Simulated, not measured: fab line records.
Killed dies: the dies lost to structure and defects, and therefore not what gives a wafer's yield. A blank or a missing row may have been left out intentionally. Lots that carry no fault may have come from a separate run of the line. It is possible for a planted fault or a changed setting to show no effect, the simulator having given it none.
Which of the tools did it? / flow gf180mcu / Sampling: 13 lots, 38 wafers, 4 of 602 route steps

## WHAT THE GAUGES READ, wafer by wafer
GF_V4_OVL_MEAS_15. Usual: V4_OVL gives -4 nm (standard deviation 5.3).
lot=L225; measured=day 24 04:56; on=overlay-01; V4_OVL (nm)=5 1 -2; flag=
lot=L226; measured=day 24 15:46; on=overlay-01; V4_OVL (nm)=1 -6 4; flag=
lot=L227; measured=day 25 01:13; on=overlay-01; V4_OVL (nm)=-5 -8 5; flag=
lot=L228; measured=day 25 09:44; on=overlay-02; V4_OVL (nm)=0 -5 0; flag=
lot=L229; measured=day 25 17:02; on=overlay-02; V4_OVL (nm)=-9 -4 -9; flag=
lot=L230; measured=day 26 02:57; on=overlay-01; V4_OVL (nm)=1 -6 -3; flag=
lot=L231; measured=day 26 08:37; on=overlay-02; V4_OVL (nm)=-8 -5 -7; flag=
lot=L232; measured=day 26 18:22; on=overlay-02; V4_OVL (nm)=-11 -10 -10; flag=
lot=L234; measured=day 27 12:33; on=overlay-02; V4_OVL (nm)=-6 -1 -9; flag=
lot=L243; measured=day 30 02:37; on=overlay-02; V4_OVL (nm)=-2 -3; flag=
lot=L245; measured=day 30 16:21; on=overlay-02; V4_OVL (nm)=-14 -10 -8; flag=
lot=L246; measured=day 30 17:36; on=overlay-02; V4_OVL (nm)=-1 7 3; flag=
lot=L248; measured=day 31 09:54; on=overlay-02; V4_OVL (nm)=2 2 6; flag=

## TOOL THAT RAN EACH LOT (tool first, then ch and the chambers of the sampled wafers, then the start)
lot=L225; GF_M2_STRIP_18=wetBench-02 ch 0, day 19 01:45; GF_V4_CVD_02=pecvd-02 ch 0,1,2, day 23 06:20; GF_V4_CMP_04=cmp-02 ch 0,1,2, day 23 06:34
lot=L226; GF_M2_STRIP_18=wetBench-01 ch 1, day 19 12:52; GF_V4_CVD_02=pecvd-04 ch 0,1,2, day 23 17:37; GF_V4_CMP_04=cmp-02 ch 2,3, day 23 17:44
lot=L227; GF_M2_STRIP_18=wetBench-04 ch 2, day 19 21:54; GF_V4_CVD_02=pecvd-04 ch 0,1, day 24 02:53; GF_V4_CMP_04=cmp-02 ch 0,2,3, day 24 03:07
lot=L228; GF_M2_STRIP_18=wetBench-04 ch 2, day 20 07:46; GF_V4_CVD_02=pecvd-02 ch 0,1, day 24 11:05; GF_V4_CMP_04=cmp-01 ch 0,2,3, day 24 11:16
lot=L229; GF_M2_STRIP_18=wetBench-04 ch 1, day 20 15:28; GF_V4_CVD_02=pecvd-04 ch 0,1, day 24 19:07; GF_V4_CMP_04=cmp-01 ch 0,1, day 24 19:18
lot=L230; GF_M2_STRIP_18=wetBench-01 ch 0, day 21 02:33; GF_V4_CVD_02=pecvd-02 ch 0,2, day 25 05:24; GF_V4_CMP_04=cmp-01 ch 0,1,2, day 25 05:38
lot=L231; GF_M2_STRIP_18=wetBench-01 ch 3, day 21 12:00; GF_V4_CVD_02=pecvd-04 ch 0,1,2, day 25 11:22; GF_V4_CMP_04=cmp-02 ch 0,2,3, day 25 11:35
lot=L232; GF_M2_STRIP_18=wetBench-01 ch 0, day 21 22:40; GF_V4_CVD_02=pecvd-04 ch 0,1, day 25 21:31; GF_V4_CMP_04=cmp-01 ch 0,1,3, day 25 21:44
lot=L234; GF_M2_STRIP_18=wetBench-04 ch 1, day 22 18:13; GF_V4_CVD_02=pecvd-03 ch 0,2, day 26 15:41; GF_V4_CMP_04=cmp-01 ch 1,3, day 26 15:49
lot=L243; GF_M2_STRIP_18=wetBench-04 ch 0, day 25 15:40; GF_V4_CVD_02=pecvd-04 ch 0, day 29 07:11; GF_V4_CMP_04=cmp-02 ch 0,3, day 29 07:19
lot=L245; GF_M2_STRIP_18=wetBench-02 ch 1, day 26 07:52; GF_V4_CVD_02=pecvd-03 ch 0,1,2, day 29 21:37; GF_V4_CMP_04=cmp-02 ch 1,2,3, day 29 21:45
lot=L246; GF_M2_STRIP_18=wetBench-01 ch 0, day 26 10:17; GF_V4_CVD_02=pecvd-03 ch 0,2, day 29 22:40; GF_V4_CMP_04=cmp-02 ch 0,1,3, day 29 22:54
lot=L248; GF_M2_STRIP_18=wetBench-02 ch 1, day 27 04:07; GF_V4_CVD_02=pecvd-02 ch 0,2, day 30 15:41; GF_V4_CMP_04=cmp-02 ch 0,2, day 30 15:49
- GF_M2_STRIP_18: strips in post etch residue remover, time 1200 s.
- GF_V4_CVD_02: deposits SiO2 from TEOS, target thk 850 nm, time 94.851 s.
- GF_V4_CMP_04: polishes SiO2.

## WHAT THE TOOLS THEMSELVES READ (means of the sampled wafers that have a number; where no wafer has one, the mark that the record gives instead)
GF_V4_CVD_02. Usual: heaterPowerW 638 W, standard deviation 82.
lot=L225; tool=pecvd-02; heaterPowerW (W)=673; flag=
lot=L226; tool=pecvd-04; heaterPowerW (W)=638; flag=
lot=L227; tool=pecvd-04; heaterPowerW (W)=681; flag=
lot=L228; tool=pecvd-02; heaterPowerW (W)=654; flag=
lot=L229; tool=pecvd-04; heaterPowerW (W)=608; flag=
lot=L230; tool=pecvd-02; heaterPowerW (W)=705; flag=
lot=L231; tool=pecvd-04; heaterPowerW (W)=618; flag=
lot=L232; tool=pecvd-04; heaterPowerW (W)=594; flag=
lot=L234; tool=pecvd-03; heaterPowerW (W)=708; flag=
lot=L243; tool=pecvd-04; heaterPowerW (W)=660; flag=
lot=L245; tool=pecvd-03; heaterPowerW (W)=716; flag=
lot=L246; tool=pecvd-03; heaterPowerW (W)=664; flag=
lot=L248; tool=pecvd-02; heaterPowerW (W)=729; flag=

GF_V4_CMP_04. Usual: motorCurrentA 12.0 A, standard deviation 1.5; timeToEndpointS 80 s, standard deviation 7.1.
lot=L225; tool=cmp-02; motorCurrentA (A)=11.6; timeToEndpointS (s)=81; flag=
lot=L226; tool=cmp-02; motorCurrentA (A)=11.5; timeToEndpointS (s)=89; flag=
lot=L227; tool=cmp-02; motorCurrentA (A)=11.4; timeToEndpointS (s)=92; flag=
lot=L228; tool=cmp-01; motorCurrentA (A)=13.8; timeToEndpointS (s)=79; flag=
lot=L229; tool=cmp-01; motorCurrentA (A)=12.4; timeToEndpointS (s)=91; flag=
lot=L230; tool=cmp-01; motorCurrentA (A)=12.3; timeToEndpointS (s)=77; flag=
lot=L231; tool=cmp-02; motorCurrentA (A)=11.5; timeToEndpointS (s)=79; flag=
lot=L232; tool=cmp-01; motorCurrentA (A)=13.3; timeToEndpointS (s)=89; flag=
lot=L234; tool=cmp-01; motorCurrentA (A)=14.2; timeToEndpointS (s)=80; flag=
lot=L243; tool=cmp-02; motorCurrentA (A)=11.0; timeToEndpointS (s)=81; flag=
lot=L245; tool=cmp-02; motorCurrentA (A)=11.2; timeToEndpointS (s)=75; flag=
lot=L246; tool=cmp-02; motorCurrentA (A)=11.0; timeToEndpointS (s)=76; flag=
lot=L248; tool=cmp-02; motorCurrentA (A)=12.0; timeToEndpointS (s)=71; flag=

## THE ANSWER, worked out from the rows above alone
Rule: take the mean of a lot's wafers that have a number; if it is more than 3 standard deviations from the usual mean, the lot is off. A lot without any number at a reading at which 4 lots or more have one is off too. Where the step has rows for the other lots, those lots are counted as sound. The gauges are gone through in route order, then the tools' own readings, and for those a lot's mean is taken as printed above. At the first step where some lot is off, the reading lying furthest off is the one used; lots without a number count as furthest.
No lot is off on any of the readings shown, so nothing can be concluded from this.

## WHAT THE SIMULATOR HAD PUT IN
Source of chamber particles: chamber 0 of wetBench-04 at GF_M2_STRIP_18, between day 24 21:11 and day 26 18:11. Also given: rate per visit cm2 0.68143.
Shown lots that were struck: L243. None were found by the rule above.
